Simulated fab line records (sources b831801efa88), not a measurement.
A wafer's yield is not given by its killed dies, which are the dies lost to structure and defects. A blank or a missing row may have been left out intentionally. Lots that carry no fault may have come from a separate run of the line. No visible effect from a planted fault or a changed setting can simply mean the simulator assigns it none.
fab line records -- flow sky130
[record] lots = 24, wafers = 72, last-day = 50
route steps=708 shown FIELD_ISO@1 SD_P@331 RES_XHIGH@341 LI_CONTACT@382 CONTACT@410
lots untouched by any fault: they come from a run of this same line in which no faults occurred
start-h: hours from the record's opening day to when the first of the lot's shown wafers began -- wait-h: hours from the lot's prior step to this one -- " repeats the value in the row above -- L1.1+2: a row that stands for several wafers -- - no value, or no start given -- * or withheld: withheld -- < > ~ a bound
route shown NAME@n: NAME is a module with steps in the file, n the number in the route of the first one -- usual: the fault-free wafers' mean and standard deviation -- same: alike in all rows -- chamber/n: place in a boat -- sites: readings site by site -- _std_site: the values' standard deviation -- _edge_site: outer sites' mean less inner sites' -- radius-mm: how far each site lies from the wafer's centre -- mask NAME#n: copy n -- behind: the last tool/chamber to shape the wafer -- hold: why the lot went on hold/how many hours it stayed there/how the hold came to an end -- device: the transistor (n, p or np) that didn't switch -- end of line: at the end of the route, the tests of the same wafers -- a step with no rows: only its recipe -- killed: not the wafer's yield, but the dies lost to structure and defects at the first sort -- map: shows each die of a wafer: x if killed, . if not, _ if none is there
set.NAME: the run value of the setting; set.NAME@STEP: its run value at that earlier step -- model.NAME: the simulator's own value behind a step, which no gauge read
route steps across a sampled set of lots; one table per step, one row per wafer
services: from which hour (start-h, from the record's first day; less than 0 if before it) a tool's chamber was out of use, for how many hours, and why
[[steps]]
[step SKY_FIELD_ISO_BOW_MEAS_00]
[recipe] mode = bow
[usual] INCOMING_BOW = 0/6.1
lot.wafer,tool,chamber,start-h,wait-h,INCOMING_BOW[um]
L074.2,film-metro-02,-,10.02,-,6
L074.4,film-metro-02,-,10.02,-,-7
L074.6,film-metro-02,-,10.02,-,6
L075.2,film-metro-01,-,15.02,-,-7
L075.4,film-metro-01,-,15.02,-,5
L075.6,film-metro-01,-,15.02,-,-8
L076.2,film-metro-03,-,20.02,-,12
L076.3,film-metro-03,-,20.02,-,-7
L076.5,film-metro-03,-,20.02,-,-5
L077.1,film-metro-01,-,25.00,-,2
L077.3,film-metro-01,-,25.00,-,0
L077.5,film-metro-01,-,25.00,-,2
L078.1,film-metro-01,-,30.00,-,-2
L078.4,film-metro-01,-,30.00,-,-4
L078.6,film-metro-01,-,30.00,-,0
L079.2,film-metro-03,-,35.02,-,6
L079.3,film-metro-03,-,35.02,-,-3
L079.6,film-metro-03,-,35.02,-,-9
L080.1,film-metro-01,-,40.00,-,0
L080.4,film-metro-01,-,40.00,-,1
L080.5,film-metro-01,-,40.00,-,13
L081.3,film-metro-02,-,45.04,-,-6
L081.5,film-metro-02,-,45.04,-,-7
L081.6,film-metro-02,-,45.04,-,-4
L082.1,film-metro-02,-,50.00,-,0
L082.2,film-metro-02,-,50.00,-,14
L082.4,film-metro-02,-,50.00,-,-2
L083.2,film-metro-03,-,55.02,-,9
L083.4,film-metro-03,-,55.02,-,4
L083.5,film-metro-03,-,55.02,-,-1
L084.3,film-metro-01,-,60.04,-,-3
L084.4,film-metro-01,-,60.04,-,-6
L084.5,film-metro-01,-,60.04,-,9
L085.2,film-metro-03,-,65.02,-,1
L085.3,film-metro-03,-,65.02,-,7
L085.4,film-metro-03,-,65.02,-,4
L086.1,film-metro-02,-,70.00,-,-4
L086.2,film-metro-02,-,70.00,-,14
L086.3,film-metro-02,-,70.00,-,-8
L087.2,film-metro-03,-,75.02,-,5
L087.4,film-metro-03,-,75.02,-,7
L087.6,film-metro-03,-,75.02,-,-10
L088.3,film-metro-03,-,80.04,-,-3
L088.4,film-metro-03,-,80.04,-,-3
L088.6,film-metro-03,-,80.04,-,-3
L089.1,film-metro-01,-,85.00,-,-4
L089.4,film-metro-01,-,85.00,-,-1
L089.5,film-metro-01,-,85.00,-,15
L090.2,film-metro-02,-,90.02,-,-9
L090.3,film-metro-02,-,90.02,-,-1
L090.4,film-metro-02,-,90.02,-,-6
L091.1,film-metro-01,-,95.00,-,-2
L091.2,film-metro-01,-,95.00,-,-7
L091.6,film-metro-01,-,95.00,-,2
L092.1,film-metro-03,-,100.00,-,8
L092.3,film-metro-03,-,100.00,-,9
L092.6,film-metro-03,-,100.00,-,-9
L093.1,film-metro-03,-,105.00,-,-8
L093.2,film-metro-03,-,105.00,-,-5
L093.4,film-metro-03,-,105.00,-,7
L094.2,film-metro-02,-,110.02,-,8
L094.5,film-metro-02,-,110.02,-,1
L094.6,film-metro-02,-,110.02,-,1
L095.3,film-metro-03,-,115.04,-,0
L095.4,film-metro-03,-,115.04,-,8
L095.5,film-metro-03,-,115.04,-,4
L096.1,film-metro-01,-,120.00,-,4
L096.4,film-metro-01,-,120.00,-,6
L096.6,film-metro-01,-,120.00,-,-2
L097.2,film-metro-02,-,125.02,-,3
L097.5,film-metro-02,-,125.02,-,-9
L097.6,film-metro-02,-,125.02,-,-7
[step SKY_SD_P_TW_MEAS_11]
[usual] SD_P_TW = 2850/18
lot.wafer,tool,chamber,start-h,wait-h,SD_P_TW
L074.2,film-metro-04,-,589.44,0.1,2859
L074.4,film-metro-04,-,589.44,0.1,2831
L074.6,film-metro-04,-,589.44,0.1,2841
L075.2,film-metro-04,-,598.50,0.1,2841
L075.4,film-metro-04,-,598.50,0.1,2852
L075.6,film-metro-04,-,598.50,0.1,2834
L076.2,film-metro-02,-,601.06,0.1,2855
L076.3,film-metro-02,-,601.06,0.1,2866
L076.5,film-metro-02,-,601.06,0.1,2874
L077.1,film-metro-02,-,610.40,0.1,2857
L077.3,film-metro-02,-,610.40,0.1,2868
L077.5,film-metro-02,-,610.40,0.1,2862
L078.1,film-metro-03,-,621.24,0.1,2847
L078.4,film-metro-03,-,621.24,0.1,2849
L078.6,film-metro-03,-,621.24,0.1,2855
L079.2,film-metro-03,-,626.90,0.1,2844
L079.3,film-metro-03,-,626.90,0.1,2851
L079.6,film-metro-03,-,626.90,0.1,2841
L080.1,film-metro-04,-,636.08,0.1,2830
L080.4,film-metro-04,-,636.08,0.1,2823
L080.5,film-metro-04,-,636.08,0.1,2842
L081.3,film-metro-02,-,648.96,0.1,2871
L081.5,film-metro-02,-,648.96,0.1,2868
L081.6,film-metro-02,-,648.96,0.1,2875
L082.1,film-metro-04,-,657.18,0.1,2834
L082.2,film-metro-04,-,657.18,0.1,2828
L082.4,film-metro-04,-,657.18,0.1,2835
L083.2,film-metro-03,-,666.04,0.1,2844
L083.4,film-metro-03,-,666.04,0.1,2825
L083.5,film-metro-03,-,666.04,0.1,2833
L084.3,film-metro-03,-,674.51,0.1,2864
L084.4,film-metro-03,-,674.51,0.1,2847
L084.5,film-metro-03,-,674.51,0.1,2862
L085.2,film-metro-03,-,682.64,0.1,2843
L085.3,film-metro-03,-,682.64,0.1,2846
L085.4,film-metro-03,-,682.64,0.1,2860
L086.1,film-metro-03,-,686.94,0.1,2840
L086.2,film-metro-03,-,686.94,0.1,2843
L086.3,film-metro-03,-,686.94,0.1,2860
L087.2,film-metro-03,-,696.15,0.1,2845
L087.4,film-metro-03,-,696.15,0.1,2847
L087.6,film-metro-03,-,696.15,0.1,2827
L088.3,film-metro-03,-,704.60,0.1,2848
L088.4,film-metro-03,-,704.60,0.1,2858
L088.6,film-metro-03,-,704.60,0.1,2834
L089.1,film-metro-02,-,712.55,0.1,2868
L089.4,film-metro-02,-,712.55,0.1,2879
L089.5,film-metro-02,-,712.55,0.1,2866
L090.2,film-metro-02,-,725.91,0.1,2876
L090.3,film-metro-02,-,725.91,0.1,2861
L090.4,film-metro-02,-,725.91,0.1,2887
L091.1,film-metro-02,-,729.80,0.1,2882
L091.2,film-metro-02,-,729.80,0.1,2880
L091.6,film-metro-02,-,729.80,0.1,2858
L092.1,film-metro-02,-,735.74,0.1,2876
L092.3,film-metro-02,-,735.74,0.1,2868
L092.6,film-metro-02,-,735.74,0.1,2867
L093.1,film-metro-03,-,748.14,0.1,2816
L093.2,film-metro-03,-,748.14,0.1,2827
L093.4,film-metro-03,-,748.14,0.1,2828
L094.2,film-metro-02,-,754.89,0.1,2876
L094.5,film-metro-02,-,754.89,0.1,2870
L094.6,film-metro-02,-,754.89,0.1,2877
L095.3,film-metro-03,-,765.50,0.1,2843
L095.4,film-metro-03,-,765.50,0.1,2836
L095.5,film-metro-03,-,765.50,0.1,2834
L096.1,film-metro-04,-,771.19,0.1,2845
L096.4,film-metro-04,-,771.19,0.1,2843
L096.6,film-metro-04,-,771.19,0.1,2838
L097.2,film-metro-04,-,776.46,0.1,2824
L097.5,film-metro-04,-,776.46,0.1,2832
L097.6,film-metro-04,-,776.46,0.1,2818
[step SKY_RES_XHIGH_TW_MEAS_09]
[usual] RES_XHIGH_TW = 1652/12
lot.wafer,tool,chamber,start-h,wait-h,RES_XHIGH_TW
L074.2,film-metro-04,-,618.39,0.1,1644
L074.4,film-metro-04,-,618.39,0.1,1651
L074.6,film-metro-04,-,618.39,0.1,1642
L075.2,film-metro-04,-,627.70,0.1,1646
L075.4,film-metro-04,-,627.70,0.1,1632
L075.6,film-metro-04,-,627.70,0.1,1636
L076.2,film-metro-02,-,630.09,0.1,1674
L076.3,film-metro-02,-,630.09,0.1,1675
L076.5,film-metro-02,-,630.09,0.1,1665
L077.1,film-metro-02,-,639.55,0.1,1656
L077.3,film-metro-02,-,639.55,0.1,1657
L077.5,film-metro-02,-,639.55,0.1,1667
L078.1,film-metro-04,-,650.42,0.1,1652
L078.4,film-metro-04,-,650.42,0.1,1651
L078.6,film-metro-04,-,650.42,0.1,1647
L079.2,film-metro-03,-,655.99,0.1,1647
L079.3,film-metro-03,-,655.99,0.1,1656
L079.6,film-metro-03,-,655.99,0.1,1646
L080.1,film-metro-02,-,665.28,0.1,1669
L080.4,film-metro-02,-,665.28,0.1,1663
L080.5,film-metro-02,-,665.28,0.1,1664
L081.3,film-metro-03,-,677.34,0.1,1656
L081.5,film-metro-03,-,677.34,0.1,1657
L081.6,film-metro-03,-,677.34,0.1,1640
L082.1,film-metro-03,-,685.07,0.1,1651
L082.2,film-metro-03,-,685.07,0.1,1656
L082.4,film-metro-03,-,685.07,0.1,1664
L083.2,film-metro-04,-,694.45,0.1,1643
L083.4,film-metro-04,-,694.45,0.1,1641
L083.5,film-metro-04,-,694.45,0.1,1642
L084.3,film-metro-03,-,702.31,0.1,1642
L084.4,film-metro-03,-,702.31,0.1,1643
L084.5,film-metro-03,-,702.31,0.1,1635
L085.2,film-metro-04,-,710.60,0.1,1648
L085.3,film-metro-04,-,710.60,0.1,1645
L085.4,film-metro-04,-,710.60,0.1,1640
L086.1,film-metro-03,-,715.63,0.1,1652
L086.2,film-metro-03,-,715.63,0.1,1642
L086.3,film-metro-03,-,715.63,0.1,1648
L087.2,film-metro-04,-,724.13,0.1,1638
L087.4,film-metro-04,-,724.13,0.1,1647
L087.6,film-metro-04,-,724.13,0.1,1648
L088.3,film-metro-02,-,732.09,0.1,1667
L088.4,film-metro-02,-,732.09,0.1,1663
L088.6,film-metro-02,-,732.09,0.1,1661
L089.1,film-metro-02,-,740.42,0.1,1671
L089.4,film-metro-02,-,740.42,0.1,1663
L089.5,film-metro-02,-,740.42,0.1,1671
L090.2,film-metro-02,-,753.34,0.1,1667
L090.3,film-metro-02,-,753.34,0.1,1670
L090.4,film-metro-02,-,753.34,0.1,1662
L091.1,film-metro-04,-,757.08,0.1,1648
L091.2,film-metro-04,-,757.08,0.1,1640
L091.6,film-metro-04,-,757.08,0.1,1646
L092.1,film-metro-04,-,763.12,0.1,1645
L092.3,film-metro-04,-,763.12,0.1,1638
L092.6,film-metro-04,-,763.12,0.1,1636
L093.1,film-metro-02,-,774.59,0.1,1656
L093.2,film-metro-02,-,774.59,0.1,1659
L093.4,film-metro-02,-,774.59,0.1,1660
L094.2,film-metro-02,-,781.29,0.1,1662
L094.5,film-metro-02,-,781.29,0.1,1657
L094.6,film-metro-02,-,781.29,0.1,1655
L095.3,film-metro-04,-,792.70,0.1,1652
L095.4,film-metro-04,-,792.70,0.1,1646
L095.5,film-metro-04,-,792.70,0.1,1644
L096.1,film-metro-03,-,797.78,0.1,1630
L096.4,film-metro-03,-,797.78,0.1,1629
L096.6,film-metro-03,-,797.78,0.1,1626
L097.2,film-metro-02,-,802.28,0.1,1667
L097.5,film-metro-02,-,802.28,0.1,1667
L097.6,film-metro-02,-,802.28,0.1,1663
[step SKY_LI_CONTACT_SPUTTER_20]
[recipe] material = TiN, target-thk-nm = 20, chamber-pressure-pa = 5, power-w = 4000, time-s = 80
[usual] chamber-pressure-pa = 5.000/0.011, throttle-valve-pct = 29.9/1.1
lot.wafer,tool,chamber,start-h,wait-h,chamber-pressure-pa,throttle-valve-pct
L074.2,pvd-sputter-01,-,677.43,0.0,4.999,29.0
L074.4,pvd-sputter-01,-,677.43,0.0,4.996,30.7
L074.6,pvd-sputter-01,-,677.43,0.0,5.010,30.7
L075.2,pvd-sputter-02,-,687.33,0.0,5.011,29.8
L075.4,pvd-sputter-02,-,687.33,0.0,5.001,29.7
L075.6,pvd-sputter-02,-,687.33,0.0,5.006,30.5
L076.2,pvd-sputter-03,-,689.75,0.0,5.000,30.4
L076.3,pvd-sputter-03,-,689.75,0.0,4.993,30.5
L076.5,pvd-sputter-03,-,689.75,0.0,5.010,31.4
L077.1,pvd-sputter-01,-,698.49,0.0,5.000,29.1
L077.3,pvd-sputter-01,-,698.49,0.0,4.998,27.7
L077.5,pvd-sputter-01,-,698.49,0.0,4.991,28.8
L078.1,pvd-sputter-03,-,709.58,0.0,4.993,31.1
L078.4,pvd-sputter-03,-,709.58,0.0,4.998,30.5
L078.6,pvd-sputter-03,-,709.58,0.0,5.010,29.1
L079.2,pvd-sputter-03,-,713.78,0.0,4.992,30.5
L079.3,pvd-sputter-03,-,713.78,0.0,4.991,29.3
L079.6,pvd-sputter-03,-,713.78,0.0,4.990,30.8
L080.1,pvd-sputter-02,-,722.83,0.0,4.992,30.2
L080.4,pvd-sputter-02,-,722.83,0.0,5.006,29.8
L080.5,pvd-sputter-02,-,722.83,0.0,5.009,30.0
L081.3,pvd-sputter-01,-,735.43,0.0,4.997,29.0
L081.5,pvd-sputter-01,-,735.43,0.0,5.012,27.9
L081.6,pvd-sputter-01,-,735.43,0.0,4.993,29.0
L082.1,pvd-sputter-01,-,742.29,0.0,4.992,29.3
L082.2,pvd-sputter-01,-,742.29,0.0,4.999,30.8
L082.4,pvd-sputter-01,-,742.29,0.0,4.997,27.9
L083.2,pvd-sputter-01,-,752.61,0.0,4.986,27.9
L083.4,pvd-sputter-01,-,752.61,0.0,5.000,29.1
L083.5,pvd-sputter-01,-,752.61,0.0,5.009,29.1
L084.3,pvd-sputter-03,-,759.40,0.0,4.993,30.6
L084.4,pvd-sputter-03,-,759.40,0.0,4.996,31.5
L084.5,pvd-sputter-03,-,759.40,0.0,4.987,30.6
L085.2,pvd-sputter-03,-,768.87,0.0,4.987,30.6
L085.3,pvd-sputter-03,-,768.87,0.0,4.988,30.8
L085.4,pvd-sputter-03,-,768.87,0.0,5.006,29.4
L086.1,pvd-sputter-01,-,772.62,0.0,4.967,29.1
L086.2,pvd-sputter-01,-,772.62,0.0,4.979,31.0
L086.3,pvd-sputter-01,-,772.62,0.0,4.997,29.8
L087.2,pvd-sputter-01,-,781.08,0.0,4.989,29.8
L087.4,pvd-sputter-01,-,781.08,0.0,4.985,29.1
L087.6,pvd-sputter-01,-,781.08,0.0,5.005,29.5
L088.3,pvd-sputter-01,-,787.03,0.0,4.993,28.1
L088.4,pvd-sputter-01,-,787.03,0.0,4.996,29.7
L088.6,pvd-sputter-01,-,787.03,0.0,5.006,28.9
L089.1,pvd-sputter-02,-,796.80,0.0,5.015,31.2
L089.4,pvd-sputter-02,-,796.80,0.0,5.013,30.5
L089.5,pvd-sputter-02,-,796.80,0.0,5.011,30.9
L090.2,pvd-sputter-01,-,808.83,0.0,5.011,30.8
L090.3,pvd-sputter-01,-,808.83,0.0,4.994,29.5
L090.4,pvd-sputter-01,-,808.83,0.0,4.991,28.0
L091.1,pvd-sputter-01,-,812.55,0.0,5.000,30.5
L091.2,pvd-sputter-01,-,812.55,0.0,5.011,27.8
L091.6,pvd-sputter-01,-,812.55,0.0,5.015,27.9
L092.1,pvd-sputter-03,-,818.65,0.0,4.987,30.6
L092.3,pvd-sputter-03,-,818.65,0.0,5.022,29.3
L092.6,pvd-sputter-03,-,818.65,0.0,5.004,31.5
L093.1,pvd-sputter-01,-,830.10,0.0,4.994,31.0
L093.2,pvd-sputter-01,-,830.10,0.0,5.014,29.2
L093.4,pvd-sputter-01,-,830.10,0.0,5.015,27.8
L094.2,pvd-sputter-03,-,835.86,0.0,5.011,30.6
L094.5,pvd-sputter-03,-,835.86,0.0,5.000,29.3
L094.6,pvd-sputter-03,-,835.86,0.0,5.001,31.5
L095.3,pvd-sputter-03,-,848.18,0.0,4.987,30.3
L095.4,pvd-sputter-03,-,848.18,0.0,4.992,29.5
L095.5,pvd-sputter-03,-,848.18,0.0,5.003,30.8
L096.1,pvd-sputter-03,-,852.70,0.0,5.014,31.0
L096.4,pvd-sputter-03,-,852.70,0.0,5.002,30.4
L096.6,pvd-sputter-03,-,852.70,0.0,4.990,31.4
L097.2,pvd-sputter-03,-,856.95,0.0,4.996,30.7
L097.5,pvd-sputter-03,-,856.95,0.0,4.996,30.7
L097.6,pvd-sputter-03,-,856.95,0.0,4.999,30.6
[step SKY_CONTACT_CMP_04]
[recipe] material = SiO2, down-force-psi = 4, platen-rpm = 60, pad-velocity-m-s = 0.94248
[usual] motor-current-A = 12.7/1.2, time-to-endpoint-s = 83/4
lot.wafer,tool,chamber,start-h,wait-h,motor-current-A,time-to-endpoint-s
L074.2,cmp-01,1,707.87,0.1,12.0,85
L074.4,cmp-01,2,707.87,0.1,11.2,83
L074.6,cmp-01,0,707.87,0.1,13.9,85
L075.2,cmp-01,1,718.12,0.1,12.0,84
L075.4,cmp-01,2,718.12,0.1,11.0,81
L075.6,cmp-01,0,718.12,0.1,14.1,82
L076.2,cmp-02,2,719.30,0.1,14.6,81
L076.3,cmp-02,0,719.30,0.1,13.2,76
L076.5,cmp-02,1,719.30,0.1,11.7,80
L077.1,cmp-02,1,727.93,0.1,12.8,79
L077.3,cmp-02,2,727.93,0.1,14.5,78
L077.5,cmp-02,0,727.93,0.1,13.4,75
L078.4,cmp-01,2,739.38,0.1,11.1,76
L078.1,cmp-01,3,739.38,0.1,10.9,82
L078.6,cmp-01,1,739.38,0.1,11.5,79
L079.3,cmp-02,2,743.38,0.1,14.3,79
L079.2,cmp-02,0,743.38,0.1,13.6,79
L079.6,cmp-02,2,743.38,0.1,14.5,77
L080.4,cmp-01,1,752.38,0.0,11.2,83
L080.1,cmp-01,2,752.38,0.0,11.2,80
L080.5,cmp-01,2,752.38,0.0,11.0,78
L081.3,cmp-01,1,764.46,0.2,11.9,86
L081.5,cmp-01,2,764.46,0.2,11.0,85
L081.6,cmp-01,3,764.46,0.2,11.6,85
L082.2,cmp-01,0,771.22,0.0,14.1,82
L082.4,cmp-01,1,771.22,0.0,11.5,79
L082.1,cmp-01,3,771.22,0.0,11.0,83
L083.4,cmp-02,3,781.77,0.1,12.4,83
L083.2,cmp-02,0,781.77,0.1,13.2,77
L083.5,cmp-02,3,781.77,0.1,12.6,78
L084.3,cmp-02,0,786.62,0.1,13.7,80
L084.4,cmp-02,1,786.62,0.1,12.2,77
L084.5,cmp-02,3,786.62,0.1,12.2,79
L085.2,cmp-02,0,798.06,0.0,14.0,83
L085.4,cmp-02,1,798.06,0.0,12.2,84
L085.3,cmp-02,2,798.06,0.0,14.6,83
L086.2,cmp-02,1,801.41,0.0,12.1,83
L086.3,cmp-02,3,801.41,0.0,12.6,82
L086.1,cmp-02,0,801.41,0.0,13.0,82
L087.4,cmp-02,0,809.12,0.0,13.2,80
L087.2,cmp-02,1,809.12,0.0,12.9,83
L087.6,cmp-02,0,809.12,0.0,13.0,81
L088.3,cmp-01,0,815.62,0.1,13.1,87
L088.4,cmp-01,2,815.62,0.1,10.6,81
L088.6,cmp-01,0,815.62,0.1,14.1,83
L089.1,cmp-02,2,825.82,0.2,14.9,82
L089.4,cmp-02,0,825.82,0.2,14.0,82
L089.5,cmp-02,3,825.82,0.2,12.0,81
L090.3,cmp-02,3,837.40,0.2,12.2,88
L090.2,cmp-02,1,837.40,0.2,11.4,86
L090.4,cmp-02,2,837.40,0.2,14.6,85
L091.2,cmp-01,3,840.28,0.5,11.1,92
L091.1,cmp-01,1,840.28,0.5,11.6,87
L091.6,cmp-01,3,840.28,0.5,11.5,92
L092.1,cmp-01,3,846.93,0.1,11.3,87
L092.3,cmp-01,2,846.93,0.1,10.8,88
L092.6,cmp-01,3,846.93,0.1,11.3,90
L093.4,cmp-02,1,858.03,0.1,11.9,86
L093.1,cmp-02,2,858.03,0.1,14.2,82
L093.2,cmp-02,3,858.03,0.1,12.6,88
L094.2,cmp-02,0,863.57,0.1,13.6,88
L094.6,cmp-02,2,863.57,0.1,14.9,85
L094.5,cmp-02,3,863.57,0.1,12.8,84
L095.4,cmp-01,0,875.98,0.0,13.6,86
L095.3,cmp-01,2,875.98,0.0,11.5,82
L095.5,cmp-01,0,875.98,0.0,14.0,85
L096.1,cmp-02,3,880.92,0.1,12.3,76
L096.4,cmp-02,0,880.92,0.1,13.3,76
L096.6,cmp-02,2,880.92,0.1,14.8,80
L097.2,cmp-02,3,885.18,0.1,12.1,81
L097.5,cmp-02,1,885.18,0.1,11.8,81
L097.6,cmp-02,2,885.18,0.1,14.8,76
[step SKY_CONTACT_SPUTTER_23]
[recipe] material = TiN, target-thk-nm = 20, chamber-pressure-pa = 5, power-w = 4000, time-s = 80
[usual] chamber-pressure-pa = 4.999/0.01, throttle-valve-pct = 30.2/0.67
lot.wafer,tool,chamber,start-h,wait-h,chamber-pressure-pa,throttle-valve-pct
L074.2,pvd-sputter-02,-,736.40,0.0,5.001,30.4
L074.4,pvd-sputter-02,-,736.40,0.0,5.011,30.0
L074.6,pvd-sputter-02,-,736.40,0.0,4.996,30.5
L075.2,pvd-sputter-02,-,747.15,0.0,4.997,30.3
L075.4,pvd-sputter-02,-,747.15,0.0,5.010,30.9
L075.6,pvd-sputter-02,-,747.15,0.0,5.001,29.8
L076.2,pvd-sputter-03,-,747.71,0.0,5.006,30.7
L076.3,pvd-sputter-03,-,747.71,0.0,4.985,29.3
L076.5,pvd-sputter-03,-,747.71,0.0,4.993,29.5
L077.1,pvd-sputter-04,-,756.34,0.0,4.989,28.9
L077.3,pvd-sputter-04,-,756.34,0.0,4.988,30.7
L077.5,pvd-sputter-04,-,756.34,0.0,5.001,28.9
L078.1,pvd-sputter-04,-,768.06,0.0,5.014,30.7
L078.4,pvd-sputter-04,-,768.06,0.0,5.018,29.2
L078.6,pvd-sputter-04,-,768.06,0.0,5.013,30.6
L079.2,pvd-sputter-03,-,772.06,0.0,5.002,29.0
L079.3,pvd-sputter-03,-,772.06,0.0,5.005,30.7
L079.6,pvd-sputter-03,-,772.06,0.0,4.992,30.6
L080.1,pvd-sputter-02,-,781.14,0.0,4.990,30.4
L080.4,pvd-sputter-02,-,781.14,0.0,5.003,29.9
L080.5,pvd-sputter-02,-,781.14,0.0,4.996,29.8
L081.3,pvd-sputter-02,-,792.02,0.0,4.995,29.7
L081.5,pvd-sputter-02,-,792.02,0.0,5.003,30.9
L081.6,pvd-sputter-02,-,792.02,0.0,4.982,30.2
L082.1,pvd-sputter-03,-,798.80,0.0,4.997,29.4
L082.2,pvd-sputter-03,-,798.80,0.0,4.978,30.9
L082.4,pvd-sputter-03,-,798.80,0.0,4.992,30.5
L083.2,pvd-sputter-03,-,809.16,0.0,5.005,29.2
L083.4,pvd-sputter-03,-,809.16,0.0,5.016,31.4
L083.5,pvd-sputter-03,-,809.16,0.0,5.000,30.9
L084.3,pvd-sputter-03,-,814.16,0.0,5.006,30.4
L084.4,pvd-sputter-03,-,814.16,0.0,5.004,31.4
L084.5,pvd-sputter-03,-,814.16,0.0,5.006,29.4
L085.2,pvd-sputter-04,-,826.21,0.0,5.014,30.0
L085.3,pvd-sputter-04,-,826.21,0.0,4.999,30.7
L085.4,pvd-sputter-04,-,826.21,0.0,4.983,28.8
L086.1,pvd-sputter-02,-,829.14,0.0,4.991,29.6
L086.2,pvd-sputter-02,-,829.14,0.0,4.993,30.3
L086.3,pvd-sputter-02,-,829.14,0.0,5.018,30.6
L087.2,pvd-sputter-02,-,836.45,0.0,5.002,30.8
L087.4,pvd-sputter-02,-,836.45,0.0,4.986,30.4
L087.6,pvd-sputter-02,-,836.45,0.0,4.994,30.0
L088.3,pvd-sputter-03,-,842.93,0.0,5.018,30.7
L088.4,pvd-sputter-03,-,842.93,0.0,5.012,30.7
L088.6,pvd-sputter-03,-,842.93,0.0,5.005,31.6
L089.1,pvd-sputter-04,-,853.33,0.0,5.009,30.3
L089.4,pvd-sputter-04,-,853.33,0.0,4.997,30.7
L089.5,pvd-sputter-04,-,853.33,0.0,5.008,29.3
L090.2,pvd-sputter-04,-,863.96,0.0,5.008,30.1
L090.3,pvd-sputter-04,-,863.96,0.0,4.996,30.7
L090.4,pvd-sputter-04,-,863.96,0.0,4.997,29.1
L091.1,pvd-sputter-04,-,867.46,0.0,5.003,29.3
L091.2,pvd-sputter-04,-,867.46,0.0,4.997,30.7
L091.6,pvd-sputter-04,-,867.46,0.0,4.991,29.1
L092.1,pvd-sputter-04,-,874.32,0.0,5.015,30.2
L092.3,pvd-sputter-04,-,874.32,0.0,5.004,30.4
L092.6,pvd-sputter-04,-,874.32,0.0,5.014,29.0
L093.1,pvd-sputter-04,-,885.26,0.0,4.975,29.9
L093.2,pvd-sputter-04,-,885.26,0.0,4.991,30.7
L093.4,pvd-sputter-04,-,885.26,0.0,4.994,30.3
L094.2,pvd-sputter-04,-,890.11,0.0,5.000,30.3
L094.5,pvd-sputter-04,-,890.11,0.0,4.992,30.3
L094.6,pvd-sputter-04,-,890.11,0.0,5.002,29.1
L095.3,pvd-sputter-02,-,903.56,0.0,5.004,30.9
L095.4,pvd-sputter-02,-,903.56,0.0,5.004,29.9
L095.5,pvd-sputter-02,-,903.56,0.0,4.988,30.3
L096.1,pvd-sputter-02,-,907.41,0.0,4.991,30.8
L096.4,pvd-sputter-02,-,907.41,0.0,5.005,30.5
L096.6,pvd-sputter-02,-,907.41,0.0,4.990,29.8
L097.2,pvd-sputter-02,-,912.02,0.0,4.988,30.0
L097.5,pvd-sputter-02,-,912.02,0.0,4.993,30.4
L097.6,pvd-sputter-02,-,912.02,0.0,4.998,29.9
[[services]]
tool,chamber,start-h,hours,kind
cmp-01,-,659.15,4.8,pm
cmp-02,-,672.73,0.5,repair
cmp-01,-,681.03,6.4,repair
cmp-02,-,699.47,4.5,repair
pvd-sputter-03,-,728.69,11.5,repair
cmp-02,-,747.81,4.0,pm
cmp-02,-,747.87,26.6,repair
pvd-sputter-03,-,763.04,5.3,repair
cmp-01,-,772.10,0.3,repair
cmp-01,-,786.54,1.6,repair
cmp-01,-,794.63,7.9,pm
cmp-01,-,807.60,0.4,repair
cmp-02,-,811.84,2.3,repair
pvd-sputter-02,-,815.19,4.5,repair
cmp-01,-,822.49,15.5,pm
cmp-02,-,838.15,7.0,pm
pvd-sputter-01,-,849.35,1.8,repair
cmp-01,-,852.07,6.3,repair
cmp-01,-,854.87,1.4,repair
pvd-sputter-02,-,856.05,1.2,repair
cmp-02,-,860.16,3.2,pm
pvd-sputter-02,-,872.16,27.3,repair
pvd-sputter-03,-,884.25,2.4,repair
cmp-02,-,907.59,3.9,repair
[[key]]
fault none
